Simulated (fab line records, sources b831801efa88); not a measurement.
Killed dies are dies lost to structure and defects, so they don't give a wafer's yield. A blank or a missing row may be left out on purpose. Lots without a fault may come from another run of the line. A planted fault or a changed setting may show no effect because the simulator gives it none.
One fault seen from 2 desks | flow gf180mcu | each desk has only its own numbers; what lay behind them comes last

THE METROLOGY DESK
What the gauges read, lot by lot, whatever tool the lot ran on: means of the sampled wafers that have a number. A lot is out of limits, marked OUT, if its mean lies more than 4 standard deviations from the usual mean; the brackets give that distance.
Columns: A = V1_BOW at GF_V1_BOW_MEAS_05, usual 82 um; B = cd_nm at GF_M2_CD_MEAS_14, usual 280.0 nm; C = V2_CVD_00_THK at GF_V2_THK_MEAS_01, usual 602 nm
lot  | first seen here | A  | B     | C
L463 | day 17 06:08    | 86 | 279.1 | 613
L464 | day 17 09:28    | 86 | 280.5 | 599
L465 | day 17 20:20    | 74 | 278.7 | 610
L466 | day 18 05:47    | 82 | 279.3 | 601
L469 | day 19 13:05    | 84 | 280.2 | 601
L468 | day 19 14:07    | 88 | 280.0 | 601
L471 | day 20 06:23    | 81 | 279.8 | 601
L472 | day 20 20:39    | 93 | 279.9 | 593
L478 | day 23 02:24    | 78 | 278.6 | 607
L480 | day 23 18:22    | 85 | 279.8 | 599
L482 | day 24 14:01    | 89 | 279.5 | 606
L484 | day 24 20:11    | 81 | 279.0 | 588
L485 | day 25 05:32    | 84 | 281.4 | 603
L486 | day 25 10:32    | 78 | 281.1 | 602
This desk's finding: nothing out of limits on any of the 14 lots.

THE TOOL OWNER'S DESK: rie_diel-03
The tool's own readings at GF_HV_LDD_ETCHBACK_58 (etches Si3N4 in CH3F/O2, stops on SiO2, time 100 s, target depth 90 nm): means of the sampled wafers that have a number, for each lot that ran on this tool. A lot is out of limits, marked OUT, if its mean lies more than 4 standard deviations from the usual mean; the brackets give that distance.
Columns: A = chamber_pressure_mTorr at GF_HV_LDD_ETCHBACK_58, usual 25.004 mTorr; B = drypump_motor_current_A at GF_HV_LDD_ETCHBACK_58, usual 5.8 A; C = oes_product_au at GF_HV_LDD_ETCHBACK_58, usual 0.844 a.u.; D = run_length_s at GF_HV_LDD_ETCHBACK_58, usual 128.5 s; E = throttle_valve_pct at GF_HV_LDD_ETCHBACK_58, usual 10.562 %
lot  | first seen here | A      | B   | C                | D                | E
L463 | day 12 15:16    | 25.012 | 6.0 | 0.849            | 128.3            | 10.572
L468 | day 14 15:22    | 25.031 | 6.0 | 0.848            | 128.5            | 10.553
L472 | day 15 18:42    | 25.007 | 5.5 | 0.840            | 128.5            | 10.560
L478 | day 17 21:56    | 24.995 | 5.8 | 0.870            | 125.4 (-7.3) OUT | 10.570
L480 | day 18 13:08    | 25.038 | 5.8 | 0.877 (+5.1) OUT | 124.8 (-8.5) OUT | 10.562
This desk's finding: out of limits on L478, L480; first on L478, day 17 21:56 (run_length_s at GF_HV_LDD_ETCHBACK_58). In limits: L463, L468, L472.

PUT TOGETHER
The tool owner's desk could have raised an alarm at day 17 21:56, on L478, L480.
The metrology desk saw nothing out of limits.
The metrology desk has L478, L480 on record, within its limits.
Of the lots named, all ran GF_HV_LDD_ETCHBACK_58 on rie_diel-03.

WHAT THE SIMULATOR HAD PUT IN
Process parameter drift: rie_diel-03, from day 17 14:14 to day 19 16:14, at GF_HV_LDD_ETCHBACK_58. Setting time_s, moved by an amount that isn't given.
Lots struck among those shown: L478, L480.
Hours from the fault's start to each desk's first reading out of limits: the tool owner's desk, 8.
